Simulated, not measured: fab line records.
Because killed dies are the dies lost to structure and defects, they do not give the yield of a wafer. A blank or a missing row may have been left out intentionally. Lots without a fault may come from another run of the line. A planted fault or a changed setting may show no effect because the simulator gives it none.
The tool behind it: which one? | flow sky130 | 14 lots with 42 wafers sampled at 3 steps, on a route of 708 steps

## WHAT THE GAUGES READ, wafer by wafer
SKY_VT_ADJUST_HVTR_TW_MEAS_11. Usual: VT_ADJUST_HVTR_TW gives 210.8 (standard deviation 1.9).
lot  | measured     | on            | VT_ADJUST_HVTR_TW | flag
L854 | day 10 02:30 | film-metro-03 | 211.3 210.3 211.5 |
L855 | day 10 10:01 | film-metro-01 | 208.4 210.1 208.8 |
L856 | day 10 18:03 | film-metro-02 | 212.6 213.8 212.4 |
L857 | day 11 02:37 | film-metro-02 | 211.8 213.1 213.3 |
L858 | day 11 07:14 | film-metro-02 | 212.6 212.5 212.5 |
L859 | day 11 12:29 | film-metro-01 | 209.4 208.8 209.9 |
L860 | day 11 21:50 | film-metro-01 | 208.7 210.1 209.4 |
L862 | day 12 13:04 | film-metro-03 | 211.4 211.7 210.8 |
L863 | day 12 17:23 | film-metro-02 | 211.8 212.3 211.4 |
L865 | day 13 07:49 | film-metro-01 | 208.1 208.6 209.7 |
L867 | day 14 02:37 | film-metro-03 | 211.7 211.5 211.9 |
L868 | day 14 08:55 | film-metro-01 | 208.0 208.1 208.9 |
L870 | day 14 23:27 | film-metro-01 | 208.0 207.5 208.5 |
L876 | day 16 13:46 | film-metro-03 | 212.1 209.8 210.4 |

SKY_SONOS_ONO_CD_MEAS_13: the cd target is 410 nm. Usual: cd-nm reads 408 nm (standard deviation 3.1).
lot  | measured     | on        | cd-nm (nm)  | flag
L854 | day 13 08:28 | cd-sem-02 | 411 411 410 |
L855 | day 13 18:45 | cd-sem-01 | 407 410 408 |
L856 | day 13 23:45 | cd-sem-02 | 409 408 408 |
L857 | day 14 12:33 | cd-sem-01 | 406 406 407 |
L858 | day 14 16:56 | cd-sem-02 | 411 409 411 |
L859 | day 14 23:10 | cd-sem-02 | 410 410 409 |
L860 | day 15 09:49 | cd-sem-01 | 411 410 411 |
L862 | day 16 01:08 | cd-sem-02 | 409 407 407 |
L863 | day 16 08:53 | cd-sem-02 | 405 403 405 |
L865 | day 17 00:11 | cd-sem-01 | 407 407 408 |
L867 | day 17 20:49 | cd-sem-02 | 404 404 404 |
L868 | day 18 04:53 | cd-sem-01 | 411 410 408 |
L870 | day 18 19:46 | cd-sem-01 | 405 405 404 |
L876 | day 20 15:14 | cd-sem-02 | 415 416 414 |

SKY_GATE_OXIDE_TW_MEAS_14. Usual: GATE_OXIDE_TW gives 223.5 (standard deviation 2.4).
lot  | measured     | on            | GATE_OXIDE_TW     | flag
L854 | day 14 14:28 | film-metro-03 | 224.0 224.9 224.4 |
L855 | day 14 23:45 | film-metro-03 | 223.9 225.1 224.9 |
L856 | day 15 06:32 | film-metro-01 | 221.1 220.9 219.9 |
L857 | day 15 18:37 | film-metro-01 | 221.2 220.7 219.4 |
L858 | day 16 00:53 | film-metro-01 | 221.3 220.5 219.8 |
L859 | day 16 05:40 | film-metro-01 | 220.8 222.5 220.5 |
L860 | day 16 17:34 | film-metro-01 | 219.5 220.7 221.4 |
L862 | day 17 08:30 | film-metro-02 | 225.4 225.3 226.2 |
L863 | day 17 16:04 | film-metro-01 | 220.7 220.2 221.5 |
L865 | day 18 08:36 | film-metro-01 | 220.2 221.0 221.0 |
L867 | day 19 08:31 | film-metro-02 | 224.4 224.9 224.4 |
L868 | day 19 15:17 | film-metro-03 | 224.5 225.6 225.6 |
L870 | day 20 05:21 | film-metro-02 | 227.3 226.6 227.4 |
L876 | day 22 02:10 | film-metro-03 | 221.7 223.5 221.9 |

## EACH LOT AND THE TOOL THAT RAN IT (in order: tool; ch and the chambers of the sampled wafers; start)
No process step before these readings appears in the record.

## AS READ BY THE TOOLS THEMSELVES (means over the sampled wafers that have a number; for cases with no such wafer, the mark the record gives instead)
The record holds no such reading with a usual standard deviation.

## THE ANSWER, worked out from the rows above alone
Rule: lot off if the mean of its wafers having a number is beyond 3 standard deviations from the usual mean. A lot without any number at a reading at which 4 lots or more have one is off too. All remaining lots with rows at the step are treated as sound. The gauges are gone through in route order, then the tools' own readings, and for those a lot's mean is taken as printed above. The first step at which some lot is off is used, and at that step the reading that is off furthest; a lot without a number counts as furthest.
Across all readings shown, no lot is off: no conclusion can be drawn from this.

## WHAT HAD BEEN PUT IN BY THE SIMULATOR
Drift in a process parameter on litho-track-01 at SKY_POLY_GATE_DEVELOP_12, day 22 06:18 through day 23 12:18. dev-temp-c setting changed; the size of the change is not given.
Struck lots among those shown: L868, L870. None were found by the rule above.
